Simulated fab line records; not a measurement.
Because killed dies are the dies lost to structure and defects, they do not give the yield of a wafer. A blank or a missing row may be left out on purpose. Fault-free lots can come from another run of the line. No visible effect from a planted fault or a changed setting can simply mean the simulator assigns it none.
A single fault, viewed from 2 desks :: flow sky130 :: each desk holds nothing but its own numbers, with what lay behind them at the end

== THE METROLOGY DESK ==
Means of the sampled wafers that have a number, per lot and without regard to the tool the lot ran on: this is what the gauges read. Marked OUT: a lot whose mean sits more than 4 standard deviations from the usual mean, which makes it out of limits; the brackets give that distance.
Columns: A = CONTACT_W_RS at SKY_CONTACT_RS_MEAS_25, usual 0.335 ohm/sq; B = METAL1_ALCU_THK at SKY_METAL1_THK_MEAS_06, usual 249.4 nm
lot: L279
first seen here: day 32 06:06
A: 0.336
B: 251.8

lot: L278
first seen here: day 32 12:10
A: 0.338
B: 248.4

lot: L280
first seen here: day 32 15:26
A: 0.329
B: 251.4

lot: L281
first seen here: day 32 23:16
A: 0.336
B: 249.0

lot: L282
first seen here: day 33 13:45
A: 0.340
B: 251.8

lot: L292
first seen here: day 36 18:17
A: 0.335
B: 247.7

lot: L293
first seen here: day 36 20:37
A: 0.330
B: 250.2

lot: L294
first seen here: day 37 15:08
A: 0.332
B: 250.1

lot: L296
first seen here: day 37 22:15
A: 0.346
B: 250.6

lot: L297
first seen here: day 38 04:07
A: 0.336
B: 249.6

lot: L298
first seen here: day 38 08:25
A: 0.329
B: 248.7

lot: L299
first seen here: day 38 15:43
A: 0.331
B: 247.8

lot: L300
first seen here: day 38 20:25
A: 0.335
B: 247.1
This desk found nothing out of limits on any of the 13 lots.

== THE TOOL OWNER'S DESK: cmp-02 ==
The tool's own readings at SKY_VIA1_CMP_24 (polishes, stops on SiO2, t overpolish 15 s, target thk 0 nm): means of the sampled wafers that have a number, for each lot that ran on this tool. Marked OUT: a lot whose mean sits more than 4 standard deviations from the usual mean, which makes it out of limits; the brackets give that distance.
Columns: A = motor_current_A at SKY_VIA1_CMP_24, usual 11.2 A; B = overpolish_run_s at SKY_VIA1_CMP_24, usual 15.001 s; C = time_to_endpoint_s at SKY_VIA1_CMP_24, usual 65.4 s
lot: L279
first seen here: day 34 14:08
A: 12.1
B: 14.998
C: 68.0

lot: L278
first seen here: day 34 21:41
A: 11.6
B: 15.000
C: 64.9

lot: L280
first seen here: day 35 00:05
A: 11.5
B: 14.990
C: 57.0

lot: L281
first seen here: day 35 08:26
A: 10.9
B: 15.008
C: 48.4 (-7.4) OUT

lot: L282
first seen here: day 35 21:45
A: 12.6
B: 15.000
C: 54.4 (-4.8) OUT

lot: L297
first seen here: day 40 09:43
A: 11.3
B: 15.012
C: 60.9

lot: L300
first seen here: day 41 02:16
A: 11.6
B: 14.998
C: 65.1
Finding of this desk: L281, L282 out of limits; the first was L281 at day 35 08:26, on time_to_endpoint_s at SKY_VIA1_CMP_24. L279, L278, L280, L297, L300 stayed within limits.

== BROUGHT TOGETHER ==
The tool owner's desk had the chance to raise an alarm at day 35 08:26 on L281, L282.
Nothing out of limits was seen by the metrology desk.
The metrology desk has L281, L282 on record, within its limits.
Every lot named ran SKY_VIA1_CMP_24 on cmp-02.

== WHAT HAD BEEN PUT IN BY THE SIMULATOR ==
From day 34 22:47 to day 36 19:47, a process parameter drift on cmp-02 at SKY_VIA1_CMP_24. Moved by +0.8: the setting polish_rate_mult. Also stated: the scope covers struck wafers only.
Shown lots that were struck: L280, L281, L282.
Delay in hours, fault start to first out-of-limits reading, by desk: the tool owner's desk at 10.
